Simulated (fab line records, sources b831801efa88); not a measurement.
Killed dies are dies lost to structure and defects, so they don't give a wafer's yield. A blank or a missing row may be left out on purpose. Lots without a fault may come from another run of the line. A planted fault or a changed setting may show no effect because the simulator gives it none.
Which tool did it? | flow sky130 | 13 lots, 39 wafers sampled, at 5 steps of a route of 708

WHAT THE GAUGES READ, wafer by wafer
SKY_FIELD_ISO_THK_MEAS_04. Usual: FIELD_ISO_CVD_03_THK 165.4 nm, standard deviation 1.5.
lot  | measured    | on            | FIELD_ISO_CVD_03_THK (nm) | flag
L974 | day 1 13:33 | film_metro-02 | 166.5 166.2 166.2         |
L975 | day 1 18:29 | film_metro-02 | 166.0 166.3 165.8         |
L976 | day 2 00:11 | film_metro-02 | 165.1 165.3 166.3         |
L977 | day 2 06:50 | film_metro-04 | 166.4 166.9 167.2         |
L978 | day 2 11:29 | film_metro-01 | 163.8 164.0 164.8         |
L985 | day 3 22:19 | film_metro-04 | 167.6 165.6 167.9         |
L987 | day 4 08:41 | film_metro-02 | 163.0 163.6 164.6         |
L990 | day 4 21:55 | film_metro-01 | 165.8 167.0 166.2         |
L992 | day 5 07:56 | film_metro-02 | 165.8 166.4 165.9         |
L994 | day 5 18:33 | film_metro-02 | 167.4 166.6 167.1         |
L995 | day 5 23:27 | film_metro-04 | 163.8 162.4 164.2         |
L996 | day 6 04:14 | film_metro-01 | 164.7 164.6 164.5         |
L997 | day 6 09:49 | film_metro-02 | 163.4 164.8 165.9         |

SKY_VT_ADJUST_LVTN_TW_MEAS_10. Usual: VT_ADJUST_LVTN_TW 239.3, standard deviation 2.1.
lot  | measured     | on            | VT_ADJUST_LVTN_TW | flag
L974 | day 7 13:02  | film_metro-03 | 238.7 240.5 240.1 |
L975 | day 7 20:02  | film_metro-04 | 236.2 236.5 236.6 |
L976 | day 7 21:23  | film_metro-04 | 236.9 236.5 236.0 |
L977 | day 8 00:15  | film_metro-03 | 240.0 240.7 240.6 |
L978 | day 8 02:41  | film_metro-03 | 239.2 239.1 239.5 |
L985 | day 9 19:41  | film_metro-04 | 237.9 237.9 237.8 |
L987 | day 10 07:30 | film_metro-02 | 238.9 239.8 239.1 |
L990 | day 11 03:00 | film_metro-04 | 235.8 236.4 236.6 |
L992 | day 11 17:37 | film_metro-03 | 241.1 240.6 240.8 |
L994 | day 12 16:59 | film_metro-03 | 240.9 240.6 242.6 |
L995 | day 13 08:11 | film_metro-04 | 236.8 235.9 236.2 |
L996 | day 13 14:29 | film_metro-03 | 241.2 241.2 240.4 |
L997 | day 13 15:57 | film_metro-04 | 237.3 237.2 236.1 |

SKY_VT_ADJUST_HVTR_OVL_MEAS_08. Usual: VT_ADJUST_HVTR_OVL 1.5 nm, standard deviation 1.3.
lot  | measured     | on         | VT_ADJUST_HVTR_OVL (nm) | flag
L974 | day 10 01:23 | overlay-02 | 1.9 1.9 1.2             |
L975 | day 10 09:52 | overlay-01 | 1.5 1.1 2.3             |
L976 | day 10 11:46 | overlay-02 | 1.2 3.1 3.9             |
L977 | day 10 16:01 | overlay-02 | 1.9 2.0 -0.7            |
L978 | day 10 18:43 | overlay-02 | 3.3 2.5 3.0             |
L985 | day 12 18:43 | overlay-02 | 2.3 1.1 2.0             |
L987 | day 13 08:26 | overlay-01 | 0.9 0.6 1.0             |
L990 | day 14 05:59 | overlay-02 | 2.5 1.8 1.4             |
L992 | day 14 21:55 | overlay-01 | -0.3 -0.9 -1.8          |
L994 | day 16 00:11 | overlay-01 | 0.6 0.4 -0.7            |
L995 | day 16 17:37 | overlay-02 | 2.8 0.1 1.0             |
L996 | day 16 22:52 | overlay-01 | 1.4 2.6 2.1             |
L997 | day 17 00:56 | overlay-02 | 2.3 3.1 3.0             |

SKY_SD_N_RS_MEAS_16: measures by four-point-probe. Usual: SD_N_RS 68.55 ohm/sq, standard deviation 0.11.
lot  | measured     | on            | SD_N_RS (ohm/sq)                    | flag
L974 | day 29 04:45 | film_metro-03 | 68.51 68.32 68.59                   |
L975 | day 29 08:57 | film_metro-01 | 68.74 68.56 68.70                   |
L976 | day 29 09:11 | film_metro-03 | 68.60 68.51 68.38                   |
L977 | day 29 16:53 | film_metro-01 | 68.68 68.68 68.55                   |
L978 | day 29 16:46 | film_metro-04 | 68.44 68.49 68.46                   |
L985 | day 31 16:05 | film_metro-04 | 51.40 51.41 51.40 51.34 51.35 51.43 | OFF
L987 | day 32 21:26 | film_metro-03 | 51.22 51.24 51.29 51.30 51.21 51.25 | OFF
L990 | day 33 06:28 | film_metro-01 | 68.51 68.51 68.49                   |
L992 | day 33 17:56 | film_metro-03 | 68.53 68.54 68.47                   |
L994 | day 34 18:31 | film_metro-03 | 68.63 68.61 68.50                   |
L995 | day 35 14:43 | film_metro-03 | 68.56 68.65 68.52                   |
L996 | day 35 15:43 | film_metro-03 | 68.56 68.63 68.70                   |
L997 | day 35 18:41 | film_metro-01 | 68.39 68.49 68.47                   |

WHICH TOOL RAN EACH LOT (tool, then ch and the chambers of the sampled wafers, then the start)
lot  | SKY_SD_N_RTA_14
L974 | rtp_anneal-02 ch 0, day 29 04:34
L975 | rtp_anneal-02 ch 0, day 29 08:47
L976 | rtp_anneal-01 ch 0, day 29 09:01
L977 | rtp_anneal-01 ch 0, day 29 16:43
L978 | rtp_anneal-02 ch 0, day 29 16:35
L985 | rtp_anneal-02 ch 0, day 31 15:55
L987 | rtp_anneal-02 ch 0, day 32 21:14
L990 | rtp_anneal-01 ch 0, day 33 06:17
L992 | rtp_anneal-01 ch 0, day 33 17:46
L994 | rtp_anneal-01 ch 0, day 34 18:20
L995 | rtp_anneal-02 ch 0, day 35 14:33
L996 | rtp_anneal-01 ch 0, day 35 15:32
L997 | rtp_anneal-02 ch 0, day 35 18:31
- SKY_SD_N_RTA_14: time 2 s.

WHAT THE TOOLS THEMSELVES READ (means of the sampled wafers that have a number; where no wafer has one, the mark that the record gives instead)
SKY_SD_N_RTA_14. Usual: anneal_temp_c_max 1080.4, standard deviation 1.9; lamp_power_pct 15.74 %, standard deviation 0.051; wafer_temp_C_max 1077.9, standard deviation 1.1.
lot  | tool          | anneal_temp_c_max | lamp_power_pct (%) | wafer_temp_C_max | flag
L974 | rtp_anneal-02 | 1082.0            | 15.72              | 1077.5           |
L975 | rtp_anneal-02 | 1081.2            | 15.70              | 1077.7           |
L976 | rtp_anneal-01 | 1078.9            | 15.77              | 1077.1           |
L977 | rtp_anneal-01 | 1078.4            | 15.73              | 1078.2           |
L978 | rtp_anneal-02 | 1082.4            | 15.75              | 1078.0           |
L985 | rtp_anneal-02 | 1082.2            | 15.73              | 1077.1           |
L987 | rtp_anneal-02 | 1083.9            | 15.70              | 1079.1           |
L990 | rtp_anneal-01 | 1078.7            | 15.68              | 1077.5           |
L992 | rtp_anneal-01 | 1078.8            | 15.76              | 1078.1           |
L994 | rtp_anneal-01 | 1079.5            | 15.73              | 1078.8           |
L995 | rtp_anneal-02 | 1080.9            | 15.76              | 1078.0           |
L996 | rtp_anneal-01 | 1078.5            | 15.72              | 1078.5           |
L997 | rtp_anneal-02 | 1080.9            | 15.77              | 1078.4           |

THE ANSWER, worked out from the rows above alone
Rule: a lot is off if the mean of its wafers that have a number lies more than 3 standard deviations from the usual mean. A lot without any number at a reading at which 4 lots or more have one is off too. The other lots that the step has rows for count as sound. The gauges are gone through in route order, then the tools' own readings, and for those a lot's mean is taken as printed above. The first step at which some lot is off is used, and at that step the reading that is off furthest; a lot without a number counts as furthest.
Off: L985, L987, at SKY_SD_N_RS_MEAS_16 (SD_N_RS).
A tool fits if, at a process step before that reading, it ran every lot that is off, and no sound lot after the first of them. The gauges at SKY_SD_N_RS_MEAS_16 are tried like those tools. None of those tried fits.

WHAT THE SIMULATOR HAD PUT IN
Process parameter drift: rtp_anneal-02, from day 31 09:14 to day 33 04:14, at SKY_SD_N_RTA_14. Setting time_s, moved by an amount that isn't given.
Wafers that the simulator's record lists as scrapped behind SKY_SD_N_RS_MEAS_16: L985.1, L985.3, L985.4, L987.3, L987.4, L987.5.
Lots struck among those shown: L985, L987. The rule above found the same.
